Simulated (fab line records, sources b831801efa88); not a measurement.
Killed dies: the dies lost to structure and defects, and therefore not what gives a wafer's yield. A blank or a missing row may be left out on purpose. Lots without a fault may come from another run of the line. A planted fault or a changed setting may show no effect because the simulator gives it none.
Struck lot and sound lot, side by side ; flow sky130 ; 42 steps out of a route of 708
Sound: the wafers L436.2, L436.3, L436.5. Struck: wafers L452.2, L452.3, L452.6. Last of all comes the cause.
Each step with rows lists, per side, the tool, then ch with its chambers, then its first start. Under that, the readings that differ: sound wafers ; struck wafers ; difference of the means ; sigmas: that difference in standard deviations of wafers without a fault.
alike: readings whose means differ by less than 2 such deviations, and words and numbers that are the same on both sides. not compared: withheld readings, readings that some wafer has no value for, bounds like >300 that may hide the same value, and numbers for which the record gives no deviation and whose values overlap.
A row with sigmas, a row that says differs or no value, or rows on one side alone: a step with any of these is where the two part. Numbers that don't overlap but have no deviation are shown without sigmas and don't part them. Lack of a reading on every wafer of one side parts them only where that side has two or more wafers.

first, 1 step without rows for these wafers: SKY_NWELL_IMPLANT_13.
SKY_NWELL_STRIP_14: strips in O2/N2.
  sound on plasmaAsher-02 ch 0,1, day 4 14:55; struck on plasmaAsher-01 ch 0,1, day 8 21:23
  alike: drypumpMotorCurrentA, oesProductAu, stripTimeToEndpointS
  not compared: rfHoursCounterH
SKY_NWELL_TW_MEAS_15:
  sound: filmMetro-01 at day 4 15:02; struck: filmMetro-02 at day 8 21:29
  alike: NWELL_TW
then, 7 steps without rows for these wafers: SKY_NWELL_DEHYDRATE_16 (time 60 s); SKY_NWELL_HMDS_17 (prime time 60 s); SKY_NWELL_COAT_18 (resist thk 3000 nm); SKY_NWELL_SOFTBAKE_19; SKY_NWELL_EXPOSE_20 (exposes mask NWM COMPLEMENT, target cd 840 nm); SKY_NWELL_PEB_21; SKY_NWELL_DEVELOP_22 (develop time 60 s).
SKY_NWELL_OVL_MEAS_23:
  sound: overlay-01 at day 5 05:32; struck: overlay-01 at day 9 17:29
  alike: NWELL_01_OVL
then, 1 step without rows for these wafers: SKY_NWELL_IMPLANT_24.
SKY_NWELL_STRIP_25: strips in O2/N2.
  sound on plasmaAsher-02 ch 0,1, day 5 05:43; struck on plasmaAsher-01 ch 0,1, day 9 17:40
reading;sound;struck;difference;sigmas
stripTimeToEndpointS (s);36.60 36.62 36.72;36.90 36.98 37.06;+0.33;+3
  alike: drypumpMotorCurrentA, oesProductAu
  not compared: rfHoursCounterH
SKY_NWELL_TW_MEAS_26:
  sound: filmMetro-02 at day 5 05:50; struck: filmMetro-04 at day 9 17:47
reading;sound;struck;difference;sigmas
NWELL_2_TW;492 493 494;506 504 507;+13;+2
then, 1 step without rows for these wafers: SKY_NWELL_CLEAN_27 (cleans in SC1/SC2, time 150 s).
SKY_NWELL_RTA_28: time 30 s.
  sound on rtpAnneal-02 ch 0, day 5 05:58; struck on rtpAnneal-02 ch 0, day 9 17:54
  alike: chamberO2Ppm, lampPowerPct, wafer_temp_C_max
SKY_NWELL_RS_MEAS_29: a four-point-probe measurement.
  sound: filmMetro-02 at day 5 06:09; struck: filmMetro-04 at day 9 18:00
  alike: NWELL_RS
SKY_NWELL_RS_MEAS_31: a four-point-probe measurement.
  sound: filmMetro-02 at day 5 06:23; struck: filmMetro-04 at day 9 18:14
  alike: PWDE_RS
then, 7 steps without rows for these wafers: SKY_VT_ADJUST_HVTP_DEHYDRATE_00 (time 60 s); SKY_VT_ADJUST_HVTP_HMDS_01 (prime time 60 s); SKY_VT_ADJUST_HVTP_COAT_02 (resist thk 1140 nm); SKY_VT_ADJUST_HVTP_SOFTBAKE_03 (time 60 s); SKY_VT_ADJUST_HVTP_EXPOSE_04 (exposes mask HVTPM, target cd 380 nm); SKY_VT_ADJUST_HVTP_PEB_05; SKY_VT_ADJUST_HVTP_DEVELOP_06 (develop time 60 s).
SKY_VT_ADJUST_HVTP_CD_MEAS_07: target cd 380 nm.
  sound: cdSem-01 at day 6 00:49; struck: cdSem-01 at day 10 16:10
  alike: cdNm
SKY_VT_ADJUST_HVTP_OVL_MEAS_08:
  sound: overlay-02 at day 6 00:55; struck: overlay-02 at day 10 16:16
  alike: VT_ADJUST_HVTP_OVL
then, 1 step without rows for these wafers: SKY_VT_ADJUST_HVTP_IMPLANT_09.
SKY_VT_ADJUST_HVTP_STRIP_10: strips in O2/N2.
  sound on plasmaAsher-02 ch 0,1, day 6 01:06; struck on plasmaAsher-02 ch 0,1, day 10 16:27
  alike: drypumpMotorCurrentA, oesProductAu, stripTimeToEndpointS
  not compared: rfHoursCounterH
SKY_VT_ADJUST_HVTP_TW_MEAS_11:
  sound: filmMetro-01 at day 6 01:13; struck: filmMetro-03 at day 10 16:34
  alike: VT_ADJUST_HVTP_TW
then, 7 steps without rows for these wafers: SKY_VT_ADJUST_LVTN_DEHYDRATE_00 (time 60 s); SKY_VT_ADJUST_LVTN_HMDS_01 (prime time 60 s); SKY_VT_ADJUST_LVTN_COAT_02 (resist thk 3000 nm); SKY_VT_ADJUST_LVTN_SOFTBAKE_03; SKY_VT_ADJUST_LVTN_EXPOSE_04 (exposes mask NWM COMPLEMENT LESS NATIVE, target cd 840 nm); SKY_VT_ADJUST_LVTN_PEB_05; SKY_VT_ADJUST_LVTN_DEVELOP_06 (develop time 60 s).
SKY_VT_ADJUST_LVTN_OVL_MEAS_07:
  sound: overlay-02 at day 6 17:44; struck: overlay-01 at day 11 15:34
  alike: VT_ADJUST_LVTN_OVL
then, 1 step without rows for these wafers: SKY_VT_ADJUST_LVTN_IMPLANT_08.
SKY_VT_ADJUST_LVTN_STRIP_09: strips in O2/N2.
  sound on plasmaAsher-04 ch 0,1, day 6 17:55; struck on plasmaAsher-01 ch 0,1, day 11 15:44
  alike: drypumpMotorCurrentA, oesProductAu, stripTimeToEndpointS
  not compared: rfHoursCounterH
SKY_VT_ADJUST_LVTN_TW_MEAS_10:
  sound: filmMetro-01 at day 6 18:02; struck: filmMetro-01 at day 11 15:51
  alike: VT_ADJUST_LVTN_TW
-- a jump in the record: the struck wafers' starts before and after are 38 days apart (it breaks off in module VT_ADJUST_LVTN and resumes in module PAD_OPEN, where the first step shown is number 708 of the route) --
SKY_PAD_OPEN_PROBE_99:
  sound: prober-02 at day 45 16:50; struck: prober-01 at day 49 19:08
reading;sound;struck;difference;sigmas
killedAtFrontEnd;21 18 17;40 60 29;+24;+6
  alike: killed_at_M0_to_M3, killed_at_M4_up, killedAtContacts, killedAtOther, killedDies, killedOpen, killedShort

== WHERE THEY PART ==
First at SKY_NWELL_STRIP_25; last, within this record, at SKY_PAD_OPEN_PROBE_99.

WHY: the cause the simulator had injected
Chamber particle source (plasmaAsher-01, SKY_NWELL_STRIP_25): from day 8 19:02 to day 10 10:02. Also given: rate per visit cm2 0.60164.
